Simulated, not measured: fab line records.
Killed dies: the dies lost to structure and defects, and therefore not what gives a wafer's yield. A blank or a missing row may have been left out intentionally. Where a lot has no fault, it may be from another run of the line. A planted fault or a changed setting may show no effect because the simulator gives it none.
Split-lot study	flow sfq-line	on a route of 325 steps: 5 lots, 23 wafers read

## ABOUT THE SPLIT
At SFQ_TRILAYER_M7_LITHO_COAT_182 (resist thk 62 nm), the setting spin-rpm was moved away from the recipe's 3000 rpm on 8 of the 23 wafers read, by -7.2% to +6.8%. All remaining wafers had this setting at the recipe value.

The reading is taken at the split's own step.

## THE READING
BARC_of_TRILAYER_M7_LITHO_COAT_182.thk-nm (the simulator's own value, which no gauge read), in nm, at SFQ_TRILAYER_M7_LITHO_COAT_182 (resist thk 62 nm). There is no usual value for it anywhere in the file. Here, 15 wafers ran the recipe; their average is 61.96 nm with a standard deviation of 0.11 nm.

wafer	tool, chamber at the split	spin-rpm as run, rpm	against the recipe	BARC_of_TRILAYER_M7_LITHO_COAT_182.thk-nm, nm	against lot-mates on the recipe
L075.1	litho-track-01, 0	3000	recipe	61.95	-
L075.5	litho-track-01, 0	3000	recipe	61.95	-
L075.3	litho-track-01, 0	3000	recipe	62.09	-
L075.4	litho-track-01, 0	2783	-7.2%	64.24	+2.24
L075.6	litho-track-01, 0	2783	-7.2%	64.33	+2.33
L076.1	litho-track-04, 0	3000	recipe	61.93	-
L076.2	litho-track-04, 0	3000	recipe	61.89	-
L076.3	litho-track-04, 0	3000	recipe	61.75	-
L076.5	litho-track-04, 0	3000	recipe	61.91	-
L076.6	litho-track-04, 0	3000	recipe	61.92	-
L077.1	litho-track-01, 0	3204	+6.8%	59.76	-2.21
L077.2	litho-track-01, 0	3000	recipe	61.81	-
L077.3	litho-track-01, 0	3204	+6.8%	59.86	-2.11
L077.4	litho-track-01, 0	3204	+6.8%	59.97	-2.00
L077.6	litho-track-01, 0	3000	recipe	62.12	-
L080.1	litho-track-03, 0	2806	-6.5%	64.27	+2.19
L080.2	litho-track-03, 0	3000	recipe	62.19	-
L080.3	litho-track-03, 0	2806	-6.5%	64.42	+2.34
L080.5	litho-track-03, 0	2806	-6.5%	64.35	+2.27
L080.6	litho-track-03, 0	3000	recipe	61.98	-
L082.3	litho-track-04, 0	3000	recipe	62.05	-
L082.5	litho-track-04, 0	3000	recipe	61.98	-
L082.6	litho-track-04, 0	3000	recipe	61.91	-

THE FIT
A straight line over all 23 wafers: BARC_of_TRILAYER_M7_LITHO_COAT_182.thk-nm changes by -0.331 nm for each +1% of spin-rpm; r = -0.99; the points scatter about the line by 0.14 nm.
The same after taking each lot's own level away (the mean of its wafers on the recipe; 23 wafers): -0.324 nm for each +1%; r = -1.00; scatter 0.11 nm.
On that fit, the largest move of spin-rpm shifts the reading by 2.3 nm.
Measured against the standard deviation above, the lots' own levels, which go from 61.880 to 62.085 nm, span 1.9 times it.
The two slopes agree, so the slope changes little with the lot-to-lot level.
Check: +2.4 nm against its lot-mates is what the line predicts for one of the wafers moved furthest among these (-7.2%) when that wafer is left out of the fit. It came out at +2.24 nm against them.

## OTHER SPLITS ON THESE WAFERS
These wafers also went through other splits before the reading. Each is held against what the fit with the lots' levels taken away leaves over:
other split on the same wafers	wafers away from the commonest value	r with BARC_of_TRILAYER_M7_LITHO_COAT_182.thk-nm (lot level and that fit taken away)
SFQ_TRILAYER_I6_VIA_LITHO_COAT_174 spin-rpm	9	-0.21
SFQ_TRILAYER_I6_VIA_LITHO_PEB_172 peb-temp-c	9	+0.30

## THE FILE'S OWN FIT
BARC_of_TRILAYER_M7_LITHO_COAT_182.thk-nm changes by -0.324 nm for each +1% of spin-rpm, r = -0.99.
